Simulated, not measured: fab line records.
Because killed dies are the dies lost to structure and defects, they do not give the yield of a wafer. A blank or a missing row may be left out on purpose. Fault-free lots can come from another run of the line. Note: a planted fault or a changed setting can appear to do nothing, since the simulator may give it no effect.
fab line records	flow sky130
[record] lots = 12	wafers = 36	last-day = 50
route steps=708 shown VIA3@581 PAD_OPEN@708
lots with no fault: from the same line, run without faults
start-h: hours from the record's opening day to when the first of the lot's shown wafers began	wait-h: hours from the lot's prior step to this one	" repeats the value in the row above	L1.1+2: a row that stands for several wafers	- value missing, or start not given	* or withheld: withheld	< > ~ a bound
route shown NAME@n: NAME is a module with steps in the file, n the number in the route of the first one	usual: average and standard deviation across the fault-free wafers	same: alike in all rows	chamber/n: place in a boat	sites: readings site by site	_std_site: standard deviation of those values	_edge_site: the outer-site mean with the inner-site mean subtracted	radius-mm: how far each site lies from the wafer's centre	mask NAME#n: copy n	behind: the last tool/chamber to shape the wafer	hold: why the lot went on hold/how many hours it stayed there/how the hold came to an end	device: names the non-switching transistor (n, p or np)	end of line: the tests these same wafers got at the end of their route	step lacking rows: just its recipe	killed: not the wafer's yield, but the dies lost to structure and defects at the first sort	map: dies across one wafer; x = killed, . = not, _ = none there
set.NAME: the setting as run; set.NAME@STEP: as run at that earlier step	model.NAME: the simulator's own value behind a step, which no gauge read
steps of the route over a sample of lots; a table a step, a row a wafer
services: a tool's chamber out of use, with start hour (start-h, from the record's first day; less than 0 if before it), hours out, and reason
[[steps]]
[step SKY_VIA3_SOFTBAKE_08]
[recipe] temp-c = 100	time-s = 90	resist = KrF-thick
[usual] heater-power-total-W = 57.36/0.11	plate-temp-C = 99.99/0.12	resist-line-temp-C = 23.00/0.11	run-length-s = 119.05/0.21
lot.wafer	tool	chamber	start-h	wait-h	heater-power-total-W	plate-temp-C	resist-line-temp-C	run-length-s
L267.1	litho-track-04	0	931	-	57.23	99.92	22.88	118.87
L267.3	"	0	"	"	57.48	99.97	23.09	118.81
L267.5	"	0	"	"	57.22	99.98	22.91	118.85
L268.1	litho-track-03	0	944	-	57.52	99.99	23.07	119.21
L268.4	"	0	"	"	57.44	99.96	23.08	119.18
L268.5	"	0	"	"	57.27	99.96	23.15	119.13
L269.3	litho-track-02	0	959	-	57.30	99.91	22.86	118.72
L269.4	"	0	"	"	57.30	99.98	22.79	118.88
L269.6	"	0	"	"	57.16	100.17	22.75	119.00
L271.1	litho-track-04	0	969	-	57.35	100.15	22.87	118.83
L271.4	"	0	"	"	57.42	99.98	22.80	118.83
L271.5	"	0	"	"	57.52	99.96	22.77	118.81
L277.1	litho-track-02	0	1003	-	59.01	-	23.25	112.19
L277.2	"	0	"	"	58.59	-	22.95	112.24
L277.6	"	0	"	"	58.95	-	23.13	112.56
L279.2	litho-track-02	0	1015	-	58.88	-	23.14	112.33
L279.3	"	0	"	"	59.00	-	23.01	112.35
L279.6	"	0	"	"	58.69	-	23.04	112.15
L283.2	litho-track-03	0	1047	-	57.50	100.06	23.04	119.25
L283.5	"	0	"	"	57.39	99.96	23.06	119.17
L283.6	"	0	"	"	57.22	99.98	23.10	119.20
L284.2	litho-track-04	0	1053	-	57.41	99.84	22.95	118.95
L284.3	"	0	"	"	57.36	100.09	23.04	118.87
L284.5	"	0	"	"	57.51	100.11	22.88	118.92
L285.2	litho-track-03	0	1054	-	57.37	99.78	23.20	119.18
L285.3	"	0	"	"	57.41	99.70	23.02	119.15
L285.5	"	0	"	"	57.53	99.67	22.98	119.21
L286.1	litho-track-03	0	1062	-	57.41	99.96	23.15	119.20
L286.2	"	0	"	"	57.50	99.94	23.05	119.13
L286.3	"	0	"	"	57.19	99.92	23.11	119.21
L287.1	litho-track-04	0	1065	-	57.38	99.87	23.02	118.99
L287.3	"	0	"	"	57.45	99.89	23.04	118.86
L287.6	"	0	"	"	57.42	99.83	23.06	118.88
L288.1	litho-track-03	0	1068	-	57.35	99.95	22.83	119.19
L288.2	"	0	"	"	57.50	99.97	22.93	119.30
L288.4	"	0	"	"	57.47	99.98	22.88	119.29
[step SKY_VIA3_OVL_MEAS_13]
[usual] VIA3_OVL = 1/4.8
lot.wafer	tool	chamber	start-h	wait-h	VIA3_OVL[nm]
L267.1	overlay-01	-	943.95	0.1	3
L267.3	"	-	"	"	-5
L267.5	"	-	"	"	2
L268.1	overlay-02	-	957.20	0.1	-6
L268.4	"	-	"	"	0
L268.5	"	-	"	"	-8
L269.3	overlay-01	-	972.42	0.1	4
L269.4	"	-	"	"	-2
L269.6	"	-	"	"	6
L271.1	overlay-02	-	981.76	0.1	-5
L271.4	"	-	"	"	6
L271.5	"	-	"	"	-6
L277.1	overlay-01	-	1014.68	0.1	0
L277.2	"	-	"	"	10
L277.6	"	-	"	"	5
L279.2	overlay-01	-	1027.61	0.1	0
L279.3	"	-	"	"	2
L279.6	"	-	"	"	5
L283.2	overlay-02	-	1058.16	0.1	9
L283.5	"	-	"	"	6
L283.6	"	-	"	"	7
L284.2	overlay-02	-	1064.94	0.1	0
L284.3	"	-	"	"	4
L284.5	"	-	"	"	0
L285.2	overlay-01	-	1065.32	0.1	0
L285.3	"	-	"	"	-1
L285.5	"	-	"	"	7
L286.1	overlay-02	-	1073.78	0.1	0
L286.2	"	-	"	"	-4
L286.3	"	-	"	"	-2
L287.1	overlay-02	-	1076.21	0.1	5
L287.3	"	-	"	"	1
L287.6	"	-	"	"	3
L288.1	overlay-02	-	1079.68	0.1	-2
L288.2	"	-	"	"	-10
L288.4	"	-	"	"	-11
[step SKY_VIA3_ETCH_14]
[recipe] chemistry = N2/H2	target = BARC	ion-energy-ev = 200	source-w = 500	bias-w = 100	pressure-mtorr = 30	n2-flow-sccm = 100	h2-flow-sccm = 200	stop-on = SiO2	time-s = 45.9	target-depth-a = 600
[usual] drypump-motor-current-A = 5.83/0.26	oes-product-au = 0.854/0.0049	throttle-valve-pct = 13.225/0.0094
lot.wafer	tool	chamber	start-h	wait-h	drypump-motor-current-A	oes-product-au	rf-hours-counter-h	throttle-valve-pct
L267.1	rie-diel-03	3	943.99	0.0	5.75	0.856	12	13.222
L267.3	"	0	"	"	5.95	0.852	15	13.222
L267.5	"	3	"	"	5.76	0.853	-	13.238
L268.1	rie-diel-01	0	957.24	0.0	5.63	0.852	15	13.217
L268.4	"	1	"	"	6.25	0.854	15	13.227
L268.5	"	0	"	"	5.61	0.851	-	13.236
L269.3	rie-diel-01	2	972.44	0.0	5.92	0.856	11	13.212
L269.4	"	0	"	"	5.60	0.858	15	13.222
L269.6	"	1	"	"	6.24	0.859	-	13.220
L271.1	rie-diel-02	2	981.79	0.0	6.13	0.862	18	13.237
L271.4	"	1	"	"	5.72	0.859	17	13.221
L271.5	"	1	"	"	5.75	0.863	-	13.224
L277.1	rie-diel-03	2	1014.72	0.0	5.33	0.859	29	13.224
L277.2	"	1	"	"	5.57	0.851	15	13.220
L277.6	"	3	"	"	5.76	0.861	-	13.236
L279.2	rie-diel-03	1	1027.64	0.0	5.55	0.854	15	13.217
L279.3	"	2	"	"	5.35	0.860	29	13.212
L279.6	"	1	"	"	5.55	0.853	-	13.229
L283.2	rie-diel-01	3	1058.19	0.0	6.01	0.856	25	13.218
L283.5	"	2	"	"	5.93	0.853	-	13.228
L283.6	"	1	"	"	6.24	0.855	-	13.229
L284.2	rie-diel-01	1	1064.97	0.0	6.24	0.857	19	13.231
L284.3	"	2	"	"	5.90	0.860	14	13.198
L284.5	"	1	"	"	6.23	0.858	-	13.234
L285.2	rie-diel-02	1	1065.35	0.0	5.71	0.847	20	13.240
L285.3	"	0	"	"	5.50	0.852	14	13.209
L285.5	"	1	"	"	5.72	0.852	-	13.214
L286.1	rie-diel-01	3	1073.82	0.0	5.95	0.856	25	13.221
L286.2	"	1	"	"	6.23	0.852	19	13.232
L286.3	"	2	"	"	5.95	0.851	14	13.242
L287.1	rie-diel-01	0	1076.24	0.0	5.60	0.860	19	13.235
L287.3	"	1	"	"	6.24	0.847	19	13.233
L287.6	"	2	"	"	5.94	0.851	-	13.242
L288.1	rie-diel-02	3	1079.72	0.0	6.04	0.856	28	13.231
L288.2	"	2	"	"	6.16	0.851	21	13.211
L288.4	"	1	"	"	5.69	0.847	-	13.228
[step SKY_VIA3_CVD_21]
[recipe] material = W	target-thk-nm = 390	time-s = 117.31	temp-c = 400	pressure-torr = 40
[usual] heater-power-w = 849/68
lot.wafer	tool	chamber	start-h	wait-h	heater-power-w
L267.1	cvd-w-02	1	944.75	0.0	874
L267.3	"	1	"	"	863
L267.5	"	1	"	"	888
L268.1	cvd-w-01	0	958.03	0.0	898
L268.4	"	1	"	"	914
L268.5	"	0	"	"	915
L269.3	cvd-w-01	0	973.28	0.1	914
L269.4	"	1	"	"	882
L269.6	"	0	"	"	913
L271.1	cvd-w-02	0	982.55	0.0	768
L271.4	"	1	"	"	868
L271.5	"	1	"	"	868
L277.1	cvd-w-02	0	1015.50	0.0	748
L277.2	"	1	"	"	879
L277.6	"	1	"	"	868
L279.2	cvd-w-02	1	1028.43	0.0	878
L279.3	"	0	"	"	756
L279.6	"	1	"	"	852
L283.2	cvd-w-01	0	1059.01	0.0	936
L283.5	"	0	"	"	915
L283.6	"	1	"	"	902
L284.2	cvd-w-01	1	1065.73	0.0	925
L284.3	"	0	"	"	916
L284.5	"	1	"	"	901
L285.2	cvd-w-02	0	1066.11	0.0	755
L285.3	"	0	"	"	764
L285.5	"	0	"	"	765
L286.1	cvd-w-01	1	1074.62	0.0	881
L286.2	"	0	"	"	943
L286.3	"	1	"	"	879
L287.1	cvd-w-02	1	1077.08	0.0	881
L287.3	"	0	"	"	788
L287.6	"	1	"	"	882
L288.1	cvd-w-02	0	1080.49	0.0	768
L288.2	"	1	"	"	905
L288.4	"	0	"	"	760
[step SKY_PAD_OPEN_PROBE_99]
[usual] defect-limited-yield = 82.2/1.9	killed_at_M0_to_M3 = 44/6.9	killed_at_M4_up = 3.3/1.8	killed-at-contacts = 24/5	killed-at-front-end = 16/4.6	killed-at-other = 0.2/0.42	killed-dies = 88/9.2	killed-on-rim = 17/3.5	killed-open = 48/7.3	killed-short = 40/6.5	sort_bin_3_pad_short = 0.9/0.43	sort_bin_5_function = 10.6/1.5	sort_bin_6_memory = 6.4/1.1	sort-n-pass = 404/9.2	sort-yield-pct = 82.2/1.9
[same] gross-dies = 492	killed-at-back-side = 0	sort_bin_4_leakage[%] = 0	sort_bin_8_speed[%] = 0
lot.wafer	tool	chamber	start-h	wait-h	defect-limited-yield[%]	killed_at_M0_to_M3	killed_at_M4_up	killed-at-contacts	killed-at-front-end	killed-at-other	killed-dies	killed-on-rim	killed-open	killed-short	sort_bin_3_pad_short[%]	sort_bin_5_function[%]	sort_bin_6_memory[%]	sort-n-pass	sort-yield-pct[%]
L267.1	prober-01	-	1087.08	0.1	82.7	44	3	24	13	1	85	18	36	49	0.4	11.0	5.9	407	82.7
L267.3	prober-01	-	1087.18	0.2	79.3	53	6	28	15	0	102	19	50	52	0.6	14.4	5.7	390	79.3
L267.5	prober-01	-	1087.28	0.2	80.3	50	7	28	12	0	97	27	51	46	0.8	12.0	6.9	395	80.3
L268.1	prober-02	-	1099.57	0.1	83.9	41	5	20	13	0	79	19	35	44	1.0	10.4	4.7	413	83.9
L268.4	prober-02	-	1099.72	0.2	80.9	45	8	25	15	1	94	21	34	60	1.8	8.5	8.7	398	80.9
L268.5	prober-02	-	1099.77	0.2	84.3	32	4	25	16	0	77	14	40	37	0.2	9.6	5.9	415	84.3
L269.3	prober-02	-	1112.29	0.2	83.3	35	3	25	19	0	82	11	44	38	0.4	10.4	5.9	410	83.3
L269.4	prober-02	-	1112.34	0.2	81.3	48	4	21	19	0	92	10	51	40	1.0	9.8	7.9	400	81.3
L269.6	prober-02	-	1112.44	0.2	84.6	39	3	20	14	0	76	17	40	35	0.8	9.3	5.3	416	84.6
L271.1	prober-01	-	1120.61	0.1	81.1	51	2	30	10	0	93	18	54	39	0.6	9.3	8.9	399	81.1
L271.4	prober-01	-	1120.76	0.2	84.6	42	3	24	7	0	76	18	43	33	0.8	8.3	6.3	416	84.6
L271.5	prober-01	-	1120.81	0.2	85.6	32	3	23	12	1	71	18	38	33	1.0	8.5	4.9	421	85.6
L277.1	prober-01	-	1147.82	0.1	85.2	41	2	16	13	1	73	14	46	27	0.2	8.5	6.1	419	85.2
L277.2	prober-01	-	1147.87	0.1	80.9	37	8	30	19	0	94	20	65	29	0	11.2	7.9	398	80.9
L277.6	prober-01	-	1148.07	0.2	81.3	38	5	29	20	0	92	15	56	36	0.4	11.2	7.1	400	81.3
L279.2	prober-01	-	1158.82	0.1	78.9	56	3	28	16	1	104	17	59	44	0.8	15.2	5.1	388	78.9
L279.3	prober-01	-	1158.87	0.2	80.7	42	6	28	19	0	95	18	47	47	1.2	12.2	5.9	397	80.7
L279.6	prober-01	-	1159.02	0.2	83.3	45	3	19	14	1	82	13	51	30	0.6	8.9	7.1	410	83.3
L283.2	prober-02	-	1181.05	0.1	80.9	48	3	25	18	0	94	25	60	34	0.6	11.8	6.7	398	80.9
L283.5	prober-02	-	1181.20	0.2	83.1	33	4	22	24	0	83	15	41	42	0.8	10.8	5.3	409	83.1
L283.6	prober-02	-	1181.25	0.2	83.5	47	5	17	12	0	81	14	48	32	1.6	8.7	6.1	411	83.5
L284.2	prober-02	-	1187.53	0.1	84.1	42	0	16	20	0	78	16	48	30	0.6	8.7	6.5	414	84.1
L284.3	prober-02	-	1187.58	0.2	80.5	40	2	35	18	1	96	24	52	44	1.0	11.2	7.3	396	80.5
L284.5	prober-02	-	1187.68	0.2	85.2	38	2	22	11	0	73	16	42	31	0.6	9.3	4.9	419	85.2
L285.2	prober-01	-	1187.95	0.1	82.3	54	2	16	15	0	87	20	47	39	0.4	8.5	8.7	405	82.3
L285.3	prober-01	-	1188.00	0.2	81.1	42	3	28	20	0	93	20	43	50	1.0	12.0	5.9	399	81.1
L285.5	prober-01	-	1188.10	0.2	80.5	46	4	31	15	0	96	20	55	41	1.4	11.6	6.5	396	80.5
L286.1	prober-02	-	1192.56	0.1	79.9	49	5	25	20	0	99	17	52	47	1.0	13.2	5.9	393	79.9
L286.2	prober-02	-	1192.61	0.1	83.5	42	5	13	21	0	81	19	39	42	1.0	10.0	5.5	411	83.5
L286.3	prober-02	-	1192.66	0.2	81.1	51	0	21	21	0	93	19	48	45	0.6	11.6	6.7	399	81.1
L287.1	prober-01	-	1195.83	0.1	79.5	55	2	25	19	0	101	23	58	43	0.4	13.0	7.1	391	79.5
L287.3	prober-01	-	1195.93	0.2	82.7	51	3	22	9	0	85	12	48	37	1.0	10.2	6.1	407	82.7
L287.6	prober-01	-	1196.08	0.2	79.5	51	1	27	22	0	101	21	58	42	0.6	13.6	6.3	391	79.5
L288.1	prober-02	-	1198.14	0.1	82.9	35	6	27	16	0	84	15	54	30	0.6	12.8	3.7	408	82.9
L288.2	prober-02	-	1198.19	0.1	81.3	42	2	36	11	1	92	15	51	40	1.4	10.2	7.1	400	81.3
L288.4	prober-02	-	1198.29	0.2	80.9	50	2	29	13	0	94	18	53	41	0.6	12.2	6.3	398	80.9
// killed by level:class
L267.1 CONTACT:geometric-particle:open=11 METAL2:geometric-particle:short=11 VIA1:geometric-particle:short=8 VIA2:geometric-particle:open=7 POLY_GATE:geometric-particle:short=6 LI_CONTACT:geometric-particle:short=5 LI_CONTACT:geometric-particle:open=4 LOCAL_INTERCONNECT:geometric-particle:short=4
L267.3 VIA1:geometric-particle:open=12 CONTACT:geometric-particle:open=11 METAL1:geometric-particle:short=7 VIA1:geometric-particle:short=7 VIA2:geometric-particle:open=6 CONTACT:geometric-particle:short=6 VIA3:geometric-particle:open=6 LOCAL_INTERCONNECT:geometric-particle:short=5
L267.5 CONTACT:geometric-particle:open=13 VIA3:geometric-particle:open=11 VIA1:geometric-particle:open=9 METAL2:geometric-particle:short=8 CONTACT:geometric-particle:short=7 METAL1:geometric-particle:short=7 VIA2:geometric-particle:short=5 POLY_GATE:geometric-particle:open=4
L268.1 CONTACT:geometric-particle:open=8 METAL1:geometric-particle:short=7 LOCAL_INTERCONNECT:geometric-particle:short=5 METAL4:geometric-particle:short=5 VIA2:geometric-particle:open=5 FIELD_ISO:geometric-particle:open=4 VIA1:geometric-particle:open=4 VIA3:geometric-particle:open=4
L268.4 METAL1:geometric-particle:short=8 LOCAL_INTERCONNECT:geometric-particle:short=8 VIA1:geometric-particle:open=8 POLY_GATE:geometric-particle:short=7 CONTACT:geometric-particle:open=7 VIA1:geometric-particle:short=6 METAL2:geometric-particle:short=5 VIA2:geometric-particle:open=4
L268.5 CONTACT:geometric-particle:open=13 VIA1:geometric-particle:open=6 FIELD_ISO:geometric-particle:open=4 LI_CONTACT:geometric-particle:open=4 VIA1:geometric-particle:short=4 METAL1:geometric-particle:short=4 VIA2:geometric-particle:open=4 METAL3:geometric-particle:short=4
L269.3 CONTACT:geometric-particle:open=9 VIA1:geometric-particle:open=7 CONTACT:geometric-particle:short=6 METAL1:geometric-particle:short=6 FIELD_ISO:geometric-particle:open=5 METAL2:geometric-particle:short=5 POLY_GATE:geometric-particle:short=4 LI_CONTACT:geometric-particle:open=4
L269.4 VIA2:geometric-particle:open=10 CONTACT:geometric-particle:open=9 METAL1:geometric-particle:short=7 LI_CONTACT:geometric-particle:open=6 VIA1:geometric-particle:open=6 VIA3:geometric-particle:open=6 FIELD_ISO:geometric-particle:open=5 VIA1:geometric-particle:short=5
L269.6 VIA1:geometric-particle:open=7 CONTACT:geometric-particle:open=6 VIA2:geometric-particle:open=6 LI_CONTACT:geometric-particle:open=5 VIA3:geometric-particle:open=5 POLY_GATE:geometric-particle:open=4 CONTACT:geometric-particle:short=4 METAL1:geometric-particle:short=4
L271.1 VIA1:geometric-particle:open=13 CONTACT:geometric-particle:open=12 VIA2:geometric-particle:open=11 LI_CONTACT:geometric-particle:open=7 METAL2:geometric-particle:short=7 VIA3:geometric-particle:open=6 FIELD_ISO:geometric-particle:short=4 CONTACT:geometric-particle:short=4
L271.4 VIA1:geometric-particle:open=13 CONTACT:geometric-particle:open=9 LI_CONTACT:geometric-particle:open=5 VIA3:geometric-particle:open=5 VIA2:geometric-particle:open=5 VIA2:geometric-particle:short=5 METAL1:geometric-particle:short=4 LOCAL_INTERCONNECT:geometric-particle:short=4
L271.5 LI_CONTACT:geometric-particle:open=8 VIA2:geometric-particle:open=8 VIA1:geometric-particle:open=7 LI_CONTACT:geometric-particle:short=5 CONTACT:geometric-particle:open=5 FIELD_ISO:geometric-particle:open=4 LOCAL_INTERCONNECT:geometric-particle:short=4 METAL2:geometric-particle:short=4
L277.1 VIA1:geometric-particle:open=13 CONTACT:geometric-particle:open=11 VIA3:geometric-particle:open=5 FIELD_ISO:geometric-particle:open=4 METAL1:geometric-particle:short=4 VIA2:geometric-particle:open=4 METAL3:geometric-particle:short=4 LI_CONTACT:geometric-particle:open=3
L277.2 VIA1:geometric-particle:open=13 CONTACT:geometric-particle:open=10 LI_CONTACT:geometric-particle:open=9 VIA2:geometric-particle:open=8 FIELD_ISO:geometric-particle:open=6 VIA3:geometric-particle:open=6 METAL4:geometric-particle:short=5 LOCAL_INTERCONNECT:geometric-particle:open=4
L277.6 VIA1:geometric-particle:open=16 CONTACT:geometric-particle:open=14 LI_CONTACT:geometric-particle:open=8 POLY_GATE:geometric-particle:short=6 FIELD_ISO:geometric-particle:short=5 VIA2:geometric-particle:short=5 VIA2:geometric-particle:open=4 METAL4:geometric-particle:short=4
L279.2 VIA3:geometric-particle:open=12 LI_CONTACT:geometric-particle:open=10 VIA1:geometric-particle:open=9 CONTACT:geometric-particle:open=8 METAL2:geometric-particle:short=8 VIA2:geometric-particle:open=7 VIA3:geometric-particle:short=7 FIELD_ISO:geometric-particle:short=5
L279.3 CONTACT:geometric-particle:open=11 METAL1:geometric-particle:short=10 METAL2:geometric-particle:short=8 VIA1:geometric-particle:open=8 LI_CONTACT:geometric-particle:open=6 VIA3:geometric-particle:open=6 POLY_GATE:geometric-particle:short=4 LOCAL_INTERCONNECT:geometric-particle:short=4
L279.6 VIA1:geometric-particle:open=14 CONTACT:geometric-particle:open=10 VIA2:geometric-particle:open=8 FIELD_ISO:geometric-particle:short=7 CONTACT:geometric-particle:short=4 VIA3:geometric-particle:open=4 POLY_GATE:geometric-particle:open=3 METAL1:geometric-particle:open=3
L283.2 LI_CONTACT:geometric-particle:open=12 VIA1:geometric-particle:open=9 POLY_GATE:geometric-particle:short=7 VIA3:geometric-particle:open=7 METAL1:geometric-particle:short=6 CONTACT:geometric-particle:open=6 METAL3:geometric-particle:open=5 METAL2:geometric-particle:short=4
L283.5 VIA1:geometric-particle:open=7 POLY_GATE:geometric-particle:short=6 LI_CONTACT:geometric-particle:open=6 VIA2:geometric-particle:open=6 FIELD_ISO:geometric-particle:short=5 LOCAL_INTERCONNECT:geometric-particle:short=5 CONTACT:geometric-particle:open=5 METAL2:geometric-particle:short=5
L283.6 VIA1:geometric-particle:open=12 VIA2:geometric-particle:open=11 CONTACT:geometric-particle:open=9 VIA3:geometric-particle:open=7 METAL1:geometric-particle:short=5 METAL2:geometric-particle:short=5 FIELD_ISO:geometric-particle:short=4 METAL4:geometric-particle:short=3
L284.2 VIA1:geometric-particle:open=10 VIA2:geometric-particle:open=7 FIELD_ISO:geometric-particle:open=6 LI_CONTACT:geometric-particle:open=6 VIA3:geometric-particle:open=6 VIA1:geometric-particle:short=5 POLY_GATE:geometric-particle:short=4 CONTACT:geometric-particle:open=4
L284.3 CONTACT:geometric-particle:open=11 VIA1:geometric-particle:open=9 FIELD_ISO:geometric-particle:open=8 LOCAL_INTERCONNECT:geometric-particle:short=7 LI_CONTACT:geometric-particle:open=6 LI_CONTACT:geometric-particle:short=5 CONTACT:geometric-particle:short=5 METAL1:geometric-particle:short=5
L284.5 LI_CONTACT:geometric-particle:open=7 CONTACT:geometric-particle:open=7 VIA1:geometric-particle:open=7 METAL2:geometric-particle:short=6 FIELD_ISO:geometric-particle:open=5 METAL3:geometric-particle:short=5 VIA3:geometric-particle:open=5 CONTACT:geometric-particle:short=4
L285.2 VIA1:geometric-particle:open=10 VIA2:geometric-particle:open=10 VIA1:geometric-particle:short=8 VIA3:geometric-particle:open=7 LI_CONTACT:geometric-particle:open=6 METAL1:geometric-particle:short=6 CONTACT:geometric-particle:open=5 FIELD_ISO:geometric-particle:short=4
L285.3 CONTACT:geometric-particle:short=8 CONTACT:geometric-particle:open=8 LI_CONTACT:geometric-particle:open=7 VIA2:geometric-particle:short=6 METAL2:geometric-particle:short=6 VIA3:geometric-particle:open=6 POLY_GATE:geometric-particle:open=5 POLY_GATE:geometric-particle:short=5
L285.5 VIA1:geometric-particle:open=15 LI_CONTACT:geometric-particle:open=11 VIA3:geometric-particle:open=8 LOCAL_INTERCONNECT:geometric-particle:short=8 CONTACT:geometric-particle:open=7 FIELD_ISO:geometric-particle:open=6 METAL2:geometric-particle:short=6 CONTACT:geometric-particle:short=4
L286.1 CONTACT:geometric-particle:open=13 METAL1:geometric-particle:short=8 VIA1:geometric-particle:open=8 VIA2:geometric-particle:open=6 POLY_GATE:geometric-particle:open=5 POLY_GATE:geometric-particle:short=5 METAL1:geometric-particle:open=5 METAL2:geometric-particle:short=5
L286.2 VIA1:geometric-particle:open=11 METAL1:geometric-particle:short=10 FIELD_ISO:geometric-particle:open=8 CONTACT:geometric-particle:open=7 VIA1:geometric-particle:short=6 METAL2:geometric-particle:short=5 METAL4:geometric-particle:short=4 FIELD_ISO:geometric-particle:short=3
L286.3 CONTACT:geometric-particle:open=11 VIA1:geometric-particle:short=9 VIA3:geometric-particle:open=9 VIA1:geometric-particle:open=8 VIA2:geometric-particle:short=6 FIELD_ISO:geometric-particle:short=5 POLY_GATE:geometric-particle:open=5 METAL1:geometric-particle:short=5
L287.1 VIA1:geometric-particle:open=13 VIA2:geometric-particle:open=12 CONTACT:geometric-particle:short=8 CONTACT:geometric-particle:open=8 POLY_GATE:geometric-particle:open=7 VIA2:geometric-particle:short=7 LI_CONTACT:geometric-particle:open=6 VIA1:geometric-particle:short=6
L287.3 VIA3:geometric-particle:open=10 METAL2:geometric-particle:open=9 LI_CONTACT:geometric-particle:open=7 VIA2:geometric-particle:open=7 POLY_GATE:geometric-particle:short=6 CONTACT:geometric-particle:open=6 VIA1:geometric-particle:open=6 CONTACT:geometric-particle:short=5
L287.6 VIA1:geometric-particle:open=14 CONTACT:geometric-particle:open=12 VIA2:geometric-particle:open=11 POLY_GATE:geometric-particle:short=8 CONTACT:geometric-particle:short=8 METAL1:geometric-particle:short=8 POLY_GATE:geometric-particle:open=5 LI_CONTACT:geometric-particle:open=4
L288.1 CONTACT:geometric-particle:open=15 POLY_GATE:geometric-particle:open=8 VIA1:geometric-particle:open=8 VIA2:geometric-particle:open=7 VIA3:geometric-particle:open=7 METAL4:geometric-particle:short=6 LI_CONTACT:geometric-particle:open=4 LOCAL_INTERCONNECT:geometric-particle:short=4
L288.2 CONTACT:geometric-particle:open=16 VIA1:geometric-particle:open=8 LOCAL_INTERCONNECT:geometric-particle:short=7 CONTACT:geometric-particle:short=7 METAL1:geometric-particle:short=6 VIA2:geometric-particle:open=6 VIA3:geometric-particle:open=6 FIELD_ISO:geometric-particle:short=4
L288.4 VIA1:geometric-particle:open=14 CONTACT:geometric-particle:open=13 VIA1:geometric-particle:short=8 LI_CONTACT:geometric-particle:open=6 METAL1:geometric-particle:short=6 VIA2:geometric-particle:open=6 FIELD_ISO:geometric-particle:open=5 CONTACT:geometric-particle:short=5
[[services]]
tool	chamber	start-h	hours	kind
rie-diel-02	-	914.95	2.8	pm
cvd-w-02	0	918.00	-	clean
cvd-w-02	1	918.00	-	clean
litho-track-02	-	944.07	-	consumable-replace:filter
rie-diel-02	-	946.93	28.1	pm
rie-diel-02	0	990.15	3.2	repair
cvd-w-01	-	1005.75	14.6	pm
rie-diel-03	2	1015.28	3.3	repair
rie-diel-01	-	1019.23	0.1	repair
rie-diel-02	2	1037.51	3.8	repair
cvd-w-01	-	1048.05	0.7	repair
rie-diel-02	0	1075.81	6.4	repair
[[key]]
[first-sign] step = SKY_VIA3_SOFTBAKE_08	reading = run-length-s	direction = down	sigmas = 33	usual = *	struck = *
[effect] step = SKY_VIA3_SOFTBAKE_08	reading = heater-power-total-W	direction = up	sigmas = 14	usual = *	struck = *
met-at SKY_VIA3_SOFTBAKE_08
struck-lots L277,L279
not-acting-at SKY_VIA3_OVL_MEAS_13,SKY_VIA3_ETCH_14,SKY_VIA3_CVD_21
onset-between 959 1003
[fault] kind = process-parameter-drift	tool = litho-track-02	chamber = -	onset-h = 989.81	steps = SKY_VIA3_SOFTBAKE_08	channel = time-s	offset = *	shape = step	end-h = 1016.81	acts-in = *	stated = *
